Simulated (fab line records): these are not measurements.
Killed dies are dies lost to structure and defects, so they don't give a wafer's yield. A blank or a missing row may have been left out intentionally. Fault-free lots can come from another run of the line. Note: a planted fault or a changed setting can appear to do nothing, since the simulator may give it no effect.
Matching of chambers | flow sky130 | 3 sister chambers for SKY_PASSIVATION_CVD_00 on pecvd-02
The step deposits SiO2, target thk 90 nm. 14 wafers are shown with their chamber, then 7 later ones without.

## WAFERS WITH THEIR CHAMBER
wafer  | chamber | heater_power_w (W)
L781.3 | 2       | 636
L781.4 | 1       | 982
L781.5 | 2       | 611
L782.2 | 1       | 973
L782.5 | 1       | 984
L782.6 | 0       | 592
L784.3 | 1       | 982
L784.4 | 1       | 1020
L784.6 | 2       | 563
L786.1 | 2       | 520
L786.2 | 1       | 1048
L786.6 | 0       | 504
L788.2 | 0       | 647
L788.3 | 1       | 976

SIGNATURES (averages over the wafers above)
reading        | chamber 0 | chamber 1 | chamber 2 | scatter within a chamber
heater_power_w | 581.00    | 995.00    | 582.50    | 45.8
Rule: distance of a wafer from a chamber = root of the sum over the readings of ((wafer's reading minus chamber's mean) / reading's scatter) squared. If the next closest chamber is less than 2 further off than the closest, the wafer can't be placed; otherwise it belongs to the closest. How the scatter is found: for the shown wafers, subtract from each reading the mean of its chamber, square and add these, divide the total by (wafers less chambers), then take the root.

## WAFERS WHOSE CHAMBER IS MISSING
wafer  | heater_power_w (W)
L788.5 | 964
L793.1 | 1091
L793.5 | 503
L793.6 | 613
L798.3 | 976
L798.4 | 1010
L798.6 | 558

## THE CHAMBER EACH PASSED THROUGH
wafer  | from the rows above     | in truth
L788.5 | 1                       | 1
L793.1 | 1                       | 1
L793.5 | can't be placed: 0 or 2 | 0
L793.6 | can't be placed: 2 or 0 | 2
L798.3 | 1                       | 1
L798.4 | 1                       | 1
L798.6 | can't be placed: 0 or 2 | 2
Correctly placed: 4 of 7. Can't be placed from these rows: 3 (the true chamber is among the candidates in 3). Placed wrongly: 0.
